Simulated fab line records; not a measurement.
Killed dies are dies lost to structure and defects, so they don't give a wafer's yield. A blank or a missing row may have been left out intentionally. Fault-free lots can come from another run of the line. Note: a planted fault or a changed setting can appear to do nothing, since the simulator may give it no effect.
A struck lot beside a sound one | flow sky130 | 38 out of 708 route steps
Sound: wafers L783.3, L783.4, L783.5. The struck wafers were L792.1, L792.2, L792.5. Last of all comes the cause.
At each step with rows: each side's tool, then ch and its chambers, then its first start. Under that, the readings that differ: sound wafers | struck wafers | difference of the means | sigmas: that difference in standard deviations of wafers without a fault.
alike: words and numbers the same on both sides, and readings whose means are apart by under 2 such deviations; not compared: readings that were withheld, readings missing a value for some wafer, numbers with overlapping values and no deviation given by the record, and bounds like >300 which may hide the same value.
Wherever a step has rows on one side only, a row that says differs or no value, or a row with sigmas, the two part there. Numbers that don't overlap but have no deviation are shown without sigmas and don't part them. A reading that every wafer of one side lacks parts them only if that side has two wafers or more.

first, 10 steps without rows for these wafers: SKY_RES_PROTECT_DEHYDRATE_00 (time 60 s); SKY_RES_PROTECT_HMDS_01 (prime time 60 s); SKY_RES_PROTECT_COAT_02 (resist thk 1140 nm); SKY_RES_PROTECT_SOFTBAKE_03 (time 60 s); SKY_RES_PROTECT_EXPOSE_04 (exposes mask RPM, target cd 1270 nm); SKY_RES_PROTECT_PEB_05; SKY_RES_PROTECT_DEVELOP_06 (develop time 60 s); SKY_POLY_GATE_IMPLANT_02; SKY_RES_PROTECT_STRIP_07 (strips in O2/N2); SKY_RES_PROTECT_CLEAN_09 (cleans in SC1/SC2, time 150 s).
SKY_POLY_GATE_CVD_03: deposits Si3N4 from DCS/NH3, target thk 75 nm, time 1290 s.
  sound on lpcvd-02 ch 1, day 15 07:35; struck on lpcvd-02 ch 0, day 19 04:13
  reading                                     | sound             | struck            | difference | sigmas
  spike_tc_top_C (C)                          | 784 781 783       | 787 790 790       | +6         | +2
  model.Si3N4_of_POLY_GATE_CVD_03.thk_nm (nm) | 76.09 75.95 75.78 | 48.81 47.88 48.07 | -27.69     |
  alike: spike_tc_bottom_C
SKY_POLY_GATE_THK_MEAS_04:
  sound: film_metro-01 at day 15 08:58; struck: film_metro-02 at day 19 06:14
  reading                   | sound          | struck         | difference | sigmas
  POLY_GATE_CVD_03_THK (nm) | 76.1 76.0 75.8 | 48.8 47.9 48.0 | -27.7      | -39
then, 9 steps without rows for these wafers: SKY_POLY_GATE_DEHYDRATE_05 (time 60 s); SKY_POLY_GATE_HMDS_06 (prime time 60 s); SKY_POLY_GATE_COAT_07 (resist thk 110 nm); SKY_POLY_GATE_COAT_08 (resist thk 450 nm); SKY_POLY_GATE_SOFTBAKE_09 (time 90 s); SKY_POLY_GATE_EXPOSE_10 (exposes mask P1M, target cd 150 nm); SKY_POLY_GATE_PEB_11; SKY_POLY_GATE_DEVELOP_12 (develop time 60 s); SKY_POLY_GATE_ETCH_15 (etches BARC in N2/H2, stops on SiO2, time 118.5 s, target depth 110 nm).
SKY_POLY_GATE_ETCH_16: etches Si3N4 in CH3F/O2, stops on poly-Si, time 147.5 s, target depth 75 nm.
  sound on rie_diel-02 ch 0,2,3, day 16 14:26; struck on rie_diel-01 ch 0,2,3, day 20 13:04
  reading                  | sound             | struck            | difference | sigmas
  oes_product_au (a.u.)    | 0.642 0.647 0.645 | 0.546 0.541 0.542 | -0.102     | -21
  model.etch.depth_nm (nm) | 76.09 75.95 75.78 | 48.81 47.88 48.07 | -27.69     |
  alike: drypump_motor_current_A, throttle_valve_pct
  not compared: rf_hours_counter_h
then, 13 steps without rows for these wafers: SKY_POLY_GATE_ETCH_17 (etches poly-Si in HBr/Cl2, stops on SiO2, target depth 180 nm, time 70.5 s); SKY_POLY_GATE_STRIP_18 (strips in O2/N2); SKY_POLY_GATE_CLEAN_19 (cleans in SC1/SC2, time 150 s); SKY_POLY_GATE_OXIDATION_20 (stabilise 600 s, purge 300 s, target thk 4 nm); SKY_LDD_N_DEHYDRATE_00 (time 60 s); SKY_LDD_N_HMDS_01 (prime time 60 s); SKY_LDD_N_COAT_02 (resist thk 300 nm); SKY_LDD_N_SOFTBAKE_03 (time 60 s); SKY_LDD_N_EXPOSE_04 (exposes mask NTM, target cd 840 nm); SKY_LDD_N_PEB_05; SKY_LDD_N_DEVELOP_06 (develop time 60 s); SKY_LDD_N_IMPLANT_08; SKY_LDD_N_IMPLANT_09.
-- record jumps: 6 days separate the struck wafers' starts on either side; left off in module LDD_N, taken up again in module LDD_LDN, whose first shown step is the route's number 303 --
SKY_LDD_LDN_CLEAN_14: cleans in SC1/SC2, time 150 s.
  sound on wet_bench-03 ch 2, day 23 03:59; struck on wet_bench-03 ch 0, day 26 21:32
  reading                                     | sound             | struck            | difference | sigmas
  model.Si3N4_of_POLY_GATE_CVD_03.thk_nm (nm) | 75.95 75.81 75.64 | 48.67 47.74 47.94 | -27.68     |
SKY_POLY_CUT_ETCH_11: etches Si3N4 in CF4/CH2F2/Ar, stops on poly-Si, time 42.5 s, target depth 60 nm.
  sound on rie_diel-02 ch 1,2,3, day 24 11:44; struck on rie_diel-01 ch 1,2, day 28 05:14
  reading                              | sound             | struck            | difference | sigmas
  oes_product_au (a.u.)                | 0.832 0.832 0.832 | 0.674 0.669 0.669 | -0.161     | -23
  model.POLY_CUT.feature_depth_nm (nm) | 62.92 62.72 62.56 | 40.22 39.5 39.62  | -22.95     |
  model.etch.depth_nm (nm)             | 62.92 62.72 62.56 | 40.22 39.5 39.62  | -22.95     |
  alike: drypump_motor_current_A, throttle_valve_pct
  not compared: rf_hours_counter_h
-- record jumps: 20 days separate the struck wafers' starts on either side; left off in module POLY_CUT, taken up again in module PAD_OPEN, whose first shown step is the route's number 708 --
SKY_PAD_OPEN_PROBE_99:
  sound: prober-02 at day 45 20:19; struck: prober-01 at day 48 11:28
  reading                             | sound             | struck            | difference | sigmas
  model.etest.cap_li_to_poly.c_af_um2 | 101.1 98.39 100.6 | 96.42 93.55 97.13 | -4.33      |
  alike: killed_at_M0_to_M3, killed_at_M4_up, killed_at_contacts, killed_at_front_end, killed_at_other, killed_dies, killed_open, killed_short

== WHERE THEY PART ==
Earliest at SKY_POLY_GATE_CVD_03; latest, in this record, at SKY_POLY_CUT_ETCH_11. Later steps at which nothing parts them and some readings are alike: SKY_PAD_OPEN_PROBE_99.

WHY: what the simulator had put in
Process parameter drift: lpcvd-02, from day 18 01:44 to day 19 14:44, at SKY_POLY_GATE_CVD_03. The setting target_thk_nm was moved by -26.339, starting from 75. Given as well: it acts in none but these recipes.
